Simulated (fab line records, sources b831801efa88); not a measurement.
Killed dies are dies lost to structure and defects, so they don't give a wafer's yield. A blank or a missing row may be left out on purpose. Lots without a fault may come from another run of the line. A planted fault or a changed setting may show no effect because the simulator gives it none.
fab line records | flow gf180mcu
record lots=15 wafers=45 last_day=34
route steps=602 shown STI@1 POLY_GATE@169 HV_LDD@207
lots that met no fault: from a run of the same line without faults
start_h: hours from the record's first day to the start of the lot's first wafer shown | wait_h: hours since the lot's step before | " the same as in the row above | L1.1+2: a row that stands for several wafers | - no value, or no start given | * or withheld: withheld | < > ~ a bound
route shown NAME@n: a module of which the file shows steps, and the number in the route of the first | usual: mean/standard deviation of fault-free wafers | same: alike in all rows | chamber/n: place in a boat | sites: the reading at each site | _std_site: their standard deviation | _edge_site: outer sites' mean less inner sites' | radius_mm: how far each site lies from the wafer's centre | mask NAME#n: copy n | behind: the tool/chamber that last shaped the wafer | hold: why the lot was held/for how many hours/how that ended | device: the transistor (n, p or np) that didn't switch | end of line: the same wafers' tests at the end of the route | a step without rows: its recipe alone | killed: dies lost to structure and defects at the first sort, not the wafer's yield | map: a wafer's dies, x killed, . not, _ none there
set.NAME: the setting as run; set.NAME@STEP: as run at that earlier step | model.NAME: the simulator's own value behind a step, which no gauge read
steps of the route over a sample of lots; a table a step, a row a wafer
services: from which hour (start_h, from the record's first day; less than 0 if before it) a tool's chamber was out of use, for how many hours, and why
## steps
# step GF_STI_BOW_MEAS_00
# recipe mode=bow
# usual INCOMING_BOW=0/5.8
# columns lot.wafer tool chamber start_h wait_h INCOMING_BOW[um]
L957.3 film_metro-04 - 15.04 - 4
L957.5 " - " " 6
L957.6 " - " " 11
L958.1 film_metro-01 - 20.00 - -8
L958.2 " - " " 1
L958.5 " - " " 4
L960.3 film_metro-03 - 30.04 - 5
L960.4 " - " " -3
L960.5 " - " " 6
L961.2 film_metro-04 - 35.02 - 6
L961.3 " - " " -3
L961.4 " - " " -2
L962.2 film_metro-01 - 40.02 - -6
L962.3 " - " " -7
L962.5 " - " " 7
L963.3 film_metro-04 - 45.04 - 6
L963.4 " - " " -2
L963.6 " - " " -4
L964.2 film_metro-04 - 50.02 - -1
L964.3 " - " " 1
L964.4 " - " " 15
L965.1 film_metro-01 - 55.00 - -5
L965.2 " - " " 6
L965.6 " - " " -2
L967.1 film_metro-03 - 65.00 - -6
L967.3 " - " " 4
L967.6 " - " " -7
L968.1 film_metro-01 - 70.00 - -2
L968.2 " - " " 1
L968.3 " - " " 4
L973.1 film_metro-04 - 95.00 - -5
L973.2 " - " " -11
L973.3 " - " " -1
L974.2 film_metro-03 - 100.02 - -1
L974.3 " - " " 10
L974.6 " - " " -6
L976.3 film_metro-01 - 110.04 - 10
L976.5 " - " " -2
L976.6 " - " " 10
L978.2 film_metro-01 - 120.02 - -9
L978.3 " - " " 3
L978.6 " - " " -1
L979.3 film_metro-04 - 125.04 - 3
L979.4 " - " " 0
L979.6 " - " " 9
# step GF_STI_ETCH_14
# recipe target=Si chemistry=HBr/Cl2/O2 target_depth_nm=360 icp_w=600 bias_w=150 pressure_mtorr=15 HBr_flow_sccm=150 Cl2_flow_sccm=40 O2_flow_sccm=6 time_s=102.9
# usual bias_w=150.1/0.46 drypump_motor_current_A=5.7/0.46 oes_product_au=1.003/0.01 run_length_s=131.2/0.5 throttle_valve_pct=25.653/0.012
# columns lot.wafer tool chamber start_h wait_h bias_w drypump_motor_current_A oes_product_au rf_hours_counter_h run_length_s throttle_valve_pct
L957.3 rie_si-02 1 33.60 0.0 150.9 5.4 0.991 105 131.0 25.644
L957.5 " 1 " " 149.9 5.4 1.006 - 130.9 25.672
L957.6 " 0 " " 150.7 6.5 1.009 - 132.2 25.664
L958.1 rie_si-01 2 36.25 0.0 150.3 5.5 1.011 123 131.5 25.644
L958.2 " 1 " " 149.4 5.1 0.997 84 130.6 25.652
L958.5 " 0 " " 149.6 5.3 1.016 - 131.6 25.656
L960.3 rie_si-01 3 46.59 0.0 149.7 6.0 0.986 51 130.5 25.667
L960.4 " 2 " " 151.2 5.5 1.009 123 131.2 25.659
L960.5 " 3 " " 149.8 6.0 0.988 - 130.7 25.651
L961.2 rie_si-02 0 50.30 0.0 149.7 6.4 1.004 73 131.9 25.644
L961.3 " 1 " " 150.5 5.4 0.995 106 130.8 25.656
L961.4 " 2 " " 149.8 5.5 1.010 156 131.3 25.646
L962.2 rie_si-02 2 58.47 0.0 150.0 5.5 1.018 156 131.8 25.639
L962.3 " 0 " " 150.0 6.5 1.012 73 132.1 25.647
L962.5 " 2 " " 149.8 5.4 1.009 - 131.5 25.651
L963.3 rie_si-02 3 61.32 0.0 150.1 6.2 0.998 25 130.9 25.657
L963.4 " 0 " " 151.0 6.5 1.015 73 131.6 25.649
L963.6 " 2 " " 149.7 5.5 1.018 - 131.2 25.648
L964.2 rie_si-02 1 67.35 0.0 - 5.4 1.001 106 102.7 25.644
L964.3 " 0 " " 150.0 6.5 1.000 73 132.0 25.638
L964.4 " 1 " " - 5.4 1.013 - 102.6 25.628
L965.1 rie_si-01 3 72.85 0.0 151.0 6.0 0.994 51 130.7 25.650
L965.2 " 1 " " 150.0 5.1 1.002 84 130.6 25.643
L965.6 " 0 " " 150.4 5.3 1.001 - 131.8 25.638
L967.1 rie_si-02 1 86.37 0.0 - 5.4 1.004 106 102.6 25.642
L967.3 " 0 " " 150.2 6.4 1.005 73 131.6 25.676
L967.6 " 0 " " 149.1 6.5 1.013 - 131.8 25.637
L968.1 rie_si-02 0 88.65 0.0 150.4 6.5 0.991 73 131.8 25.669
L968.2 " 1 " " - 5.4 1.005 106 102.7 25.648
L968.3 " 3 " " 149.6 6.2 0.997 25 130.5 25.670
L973.1 rie_si-01 3 112.62 0.0 149.9 6.0 0.984 51 130.5 25.672
L973.2 " 0 " " 149.7 5.3 1.008 137 131.9 25.644
L973.3 " 2 " " 149.9 5.5 1.018 124 131.4 25.633
L974.2 rie_si-01 2 118.27 0.0 150.4 5.5 1.024 124 131.3 25.662
L974.3 " 3 " " 150.8 6.0 0.995 51 130.5 25.659
L974.6 " 3 " " 150.9 6.0 0.990 - 131.0 25.647
L976.3 rie_si-01 1 129.55 0.0 150.4 5.1 1.007 85 130.5 25.645
L976.5 " 3 " " 150.6 6.0 0.988 - 131.0 25.642
L976.6 " 2 " " 150.8 5.6 1.020 - 131.3 25.637
L978.2 rie_si-01 3 138.57 0.0 150.1 6.0 0.991 51 130.7 25.662
L978.3 " 1 " " 150.7 5.1 0.996 85 130.5 25.661
L978.6 " 0 " " 150.7 5.3 1.000 - 131.7 25.651
L979.3 rie_si-02 2 143.45 0.0 150.5 5.5 0.995 0 131.2 25.667
L979.4 " 1 " " 149.2 5.4 0.998 107 130.7 25.653
L979.6 " 1 " " 150.4 5.4 1.000 - 131.2 25.662
# step GF_STI_STRIP_15
# recipe chemistry=O2/N2 power_w=1400 pressure_mtorr=1500 platen_temp_c=250 o2_flow_sccm=3000 n2_flow_sccm=300 overash_fraction=0.5
# usual drypump_motor_current_A=5.8/0.42 heater_power_w=317/30 oes_product_au=0.383/0.0047 strip_time_to_endpoint_s=3.72/0.047
# columns lot.wafer tool chamber start_h wait_h drypump_motor_current_A heater_power_w oes_product_au rf_hours_counter_h strip_time_to_endpoint_s
L957.3 plasma_asher-01 0 33.71 0.1 5.5 326 0.381 - 3.72
L957.5 " 1 " " 6.3 317 0.382 - 3.69
L957.6 " 0 " " 5.5 329 0.386 - 3.74
L958.1 plasma_asher-02 1 36.32 0.0 5.7 259 0.379 39 3.72
L958.2 " 0 " " 4.9 329 0.386 39 3.71
L958.5 " 0 " " 4.9 319 0.384 - 3.65
L960.3 plasma_asher-03 1 46.70 0.1 6.1 303 0.388 - 3.77
L960.4 " 0 " " 6.1 368 0.379 - 3.71
L960.5 " 0 " " 6.0 365 0.384 - 3.76
L961.2 plasma_asher-03 1 50.37 0.0 6.1 306 0.382 23 3.78
L961.3 " 1 " " 6.2 305 0.391 - 3.77
L961.4 " 0 " " 6.1 368 0.387 - 3.75
L962.2 plasma_asher-01 0 58.54 0.0 5.5 328 0.372 40 3.68
L962.3 " 0 " " 5.5 317 0.383 - 3.69
L962.5 " 0 " " 5.5 318 0.384 - 3.64
L963.3 plasma_asher-03 0 61.43 0.1 6.0 363 0.386 - 3.73
L963.4 " 1 " " 6.1 309 0.388 - 3.63
L963.6 " 0 " " 6.0 361 0.380 - 3.73
L964.2 plasma_asher-03 1 67.42 0.0 6.2 298 0.396 25 4.06
L964.3 " 0 " " 6.1 374 0.378 - 3.63
L964.4 " 1 " " 6.1 303 0.402 - 4.10
L965.1 plasma_asher-03 1 72.92 0.0 6.1 295 0.376 26 3.72
L965.2 " 0 " " 6.1 360 0.384 26 3.73
L965.6 " 0 " " 6.0 364 0.386 - 3.71
L967.1 plasma_asher-03 0 86.44 0.0 6.1 363 0.398 27 4.06
L967.3 " 0 " " 6.1 366 0.386 - 3.80
L967.6 " 1 " " 6.1 292 0.388 - 3.77
L968.1 plasma_asher-01 1 88.73 0.0 6.2 322 0.382 43 3.74
L968.2 " 0 " " 5.5 318 0.397 43 4.06
L968.3 " 1 " " 6.2 314 0.381 - 3.73
L973.1 plasma_asher-03 0 112.69 0.0 6.1 362 0.385 30 3.78
L973.2 " 1 " " 6.1 302 0.376 30 3.75
L973.3 " 0 " " 6.1 365 0.383 - 3.72
L974.2 plasma_asher-01 0 118.34 0.0 5.5 321 0.391 46 3.72
L974.3 " 1 " " 6.2 312 0.382 - 3.71
L974.6 " 0 " " 5.5 328 0.385 - 3.75
L976.3 plasma_asher-01 1 129.66 0.1 6.3 314 0.379 - 3.72
L976.5 " 1 " " 6.2 315 0.384 - 3.74
L976.6 " 0 " " 5.5 321 0.377 - 3.65
L978.2 plasma_asher-01 1 138.64 0.0 6.2 313 0.389 48 3.72
L978.3 " 0 " " 5.5 313 0.379 - 3.70
L978.6 " 1 " " 6.2 313 0.390 - 3.71
L979.3 plasma_asher-02 1 143.55 0.1 5.7 265 0.391 - 3.74
L979.4 " 0 " " 4.8 311 0.378 - 3.71
L979.6 " 1 " " 5.7 260 0.381 - 3.73
# step GF_POLY_GATE_ETCH_12
# recipe chemistry=N2/H2 target_depth_a=withheld overetch_a=withheld time_s=withheld target=BARC ion_energy_ev=200 source_w=500 bias_w=100 pressure_mtorr=30 n2_flow_sccm=100 h2_flow_sccm=200
# usual bias_w=100.0/0.31 drypump_motor_current_A=5.9/0.35 oes_product_au=0.735/0.0047 throttle_valve_pct=13.215/0.0087
# columns lot.wafer tool chamber start_h wait_h bias_w drypump_motor_current_A oes_product_au throttle_valve_pct
L957.3 rie_diel-03 0 204.06 0.0 100.0 6.2 0.740 13.212
L957.5 " 1 " " 100.0 5.6 0.734 13.214
L957.6 " 2 " " 100.2 5.9 0.738 13.214
L958.1 rie_diel-03 2 217.40 0.0 100.4 5.8 0.727 13.210
L958.2 " 0 " " 99.8 6.2 0.736 13.213
L958.5 " 3 " " 100.1 6.4 0.735 13.229
L960.3 rie_diel-04 1 219.11 0.0 100.1 5.6 0.742 13.220
L960.4 " 3 " " 100.0 6.3 0.735 13.202
L960.5 " 1 " " 100.0 5.6 0.738 13.199
L961.2 rie_diel-03 1 228.62 0.0 100.8 5.6 0.731 13.225
L961.3 " 0 " " 99.4 6.2 0.743 13.217
L961.4 " 2 " " 99.0 5.9 0.732 13.218
L962.2 rie_diel-03 0 246.42 0.0 99.9 6.2 0.753 13.215
L962.3 " 1 " " 99.3 5.6 0.729 13.220
L962.5 " 3 " " 100.0 6.4 0.740 13.235
L963.3 rie_diel-02 0 249.37 0.0 100.1 5.4 0.742 13.219
L963.4 " 1 " " 100.3 6.1 0.745 13.223
L963.6 " 3 " " 99.9 5.5 0.732 13.211
L964.2 rie_diel-02 0 254.52 0.0 99.7 5.4 0.737 13.237
L964.3 " 2 " " 99.8 5.8 0.741 13.221
L964.4 " 1 " " 99.8 6.1 0.736 13.224
L965.1 rie_diel-02 0 258.02 0.0 99.9 5.4 0.741 13.217
L965.2 " 1 " " 100.2 6.1 0.737 13.219
L965.6 " 2 " " 100.2 5.8 0.729 13.214
L967.1 rie_diel-02 2 274.62 0.0 99.8 5.8 0.737 13.219
L967.3 " 3 " " 100.3 5.5 0.738 13.215
L967.6 " 1 " " 100.1 6.1 0.740 13.207
L968.1 rie_diel-04 2 280.12 0.0 100.1 6.6 0.738 13.211
L968.2 " 1 " " 99.6 5.6 0.739 13.216
L968.3 " 0 " " 99.7 6.1 0.737 13.206
L973.1 rie_diel-03 2 317.76 0.0 99.9 5.8 0.732 13.208
L973.2 " 3 " " 100.3 6.4 0.741 13.214
L973.3 " 1 " " 99.3 5.6 0.735 13.226
L974.2 rie_diel-04 1 323.50 0.0 100.4 5.6 0.732 13.216
L974.3 " 0 " " 99.7 6.1 0.741 13.190
L974.6 " 2 " " 100.2 6.6 0.732 13.207
L976.3 rie_diel-02 3 341.77 0.0 100.1 5.5 0.738 13.227
L976.5 " 0 " " 100.0 5.4 0.733 13.205
L976.6 " 1 " " 100.2 6.1 0.745 13.214
L978.2 rie_diel-02 1 352.45 0.0 100.3 6.1 0.735 13.213
L978.3 " 2 " " 100.0 5.8 0.741 13.209
L978.6 " 3 " " 99.7 5.5 0.742 13.210
L979.3 rie_diel-02 3 362.97 0.0 99.9 5.5 0.730 13.226
L979.4 " 1 " " 100.0 6.1 0.739 13.202
L979.6 " 1 " " 99.4 6.1 0.736 13.219
# step GF_HV_LDD_CD_MEAS_31
# recipe target_cd_nm=400
# usual cd_nm=399.7/2.5
# columns lot.wafer tool chamber start_h wait_h cd_nm
L957.3 cd_sem-01 - 259.79 0.1 397.4
L957.5 " - " " 396.2
L957.6 " - " " 397.7
L958.1 cd_sem-01 - 274.90 0.1 401.2
L958.2 " - " " 403.0
L958.5 " - " " 400.8
L960.3 cd_sem-01 - 276.64 0.1 401.3
L960.4 " - " " 400.3
L960.5 " - " " 399.3
L961.2 cd_sem-01 - 286.92 0.1 402.6
L961.3 " - " " 402.5
L961.4 " - " " 401.4
L962.2 cd_sem-01 - 306.82 0.1 400.9
L962.3 " - " " 399.9
L962.5 " - " " 400.8
L963.3 cd_sem-01 - 309.84 0.1 399.5
L963.4 " - " " 397.6
L963.6 " - " " 396.7
L964.2 cd_sem-02 - 314.92 0.1 401.5
L964.3 " - " " 399.2
L964.4 " - " " 401.7
L965.1 cd_sem-02 - 320.65 0.1 394.5
L965.2 " - " " 396.4
L965.6 " - " " 398.1
L967.1 cd_sem-02 - 338.00 0.1 404.2
L967.3 " - " " 402.4
L967.6 " - " " 400.9
L968.1 cd_sem-01 - 343.84 0.1 400.1
L968.2 " - " " 397.2
L968.3 " - " " 397.9
L973.1 cd_sem-01 - 385.19 0.1 397.7
L973.2 " - " " 397.5
L973.3 " - " " 398.8
L974.2 cd_sem-01 - 391.96 0.1 399.3
L974.3 " - " " 397.5
L974.6 " - " " 398.3
L976.3 cd_sem-01 - 413.78 0.1 403.3
L976.5 " - " " 401.6
L976.6 " - " " 402.5
L978.2 cd_sem-02 - 429.21 0.1 400.0
L978.3 " - " " 400.9
L978.6 " - " " 400.9
L979.3 cd_sem-01 - 434.14 0.1 399.0
L979.4 " - " " 397.9
L979.6 " - " " 397.1
## services
# columns tool chamber start_h hours kind
rie_si-01 3 12.06 1.1 repair
plasma_asher-03 - 30.05 14.6 pm
rie_diel-02 - 56.56 0.9 repair
rie_si-01 1 57.78 3.9 repair
rie_diel-03 3 58.41 5.0 repair
rie_si-02 2 65.02 12.3 repair
rie_si-02 - 85.52 0.5 repair
plasma_asher-01 - 86.15 0.7 repair
rie_si-02 3 115.44 1.9 repair
rie_diel-03 0 119.92 3.0 repair
rie_diel-03 - 142.61 18.6 repair
rie_si-02 3 159.77 13.7 repair
plasma_asher-03 - 170.76 2.7 repair
rie_diel-02 - 209.18 2.8 pm
rie_si-02 3 232.80 19.1 repair
rie_diel-04 2 240.29 23.8 repair
rie_si-02 - 244.87 2.8 pm
rie_si-01 2 249.16 8.0 repair
rie_diel-02 - 266.56 1.3 repair
plasma_asher-03 - 292.88 8.5 repair
rie_diel-02 2 306.16 19.8 repair
rie_si-02 2 331.47 3.6 repair
rie_si-01 3 350.12 2.9 repair
plasma_asher-03 - 350.86 2.8 pm
## key
first_sign step=GF_STI_ETCH_14 reading=run_length_s direction=down sigmas=57 usual=* struck=*
effect step=GF_STI_STRIP_15 reading=strip_time_to_endpoint_s direction=up sigmas=7.5 usual=* struck=*
met_at GF_STI_ETCH_14
struck_lots L964,L967,L968
struck_wafers L964.2,L964.4,L967.1,L968.2
sort_left_out L964.2,L964.4,L967.1,L968.2
tester_left_out L964,L967,L968
not_acting_at GF_STI_BOW_MEAS_00,GF_POLY_GATE_ETCH_12,GF_HV_LDD_CD_MEAS_31
onset_between 50.30 67.35
fault kind=process_parameter_drift tool=rie_si-02 chamber=1 onset_h=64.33 steps=GF_STI_ETCH_14 channel=time_s offset=* shape=step end_h=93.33 acts_in=* stated=*
# tester_left_out: of these lots the tester's yield and bins aren't shown, on N5 and GAA mostly nor the transistor test; their killed dies are dies lost to structure and defects alone, not to doping, threshold or leakage, so they don't give the yield
# sort_left_out: the simulated sort isn't trusted on such a fault, so these wafers' sort isn't shown, and their yield isn't known
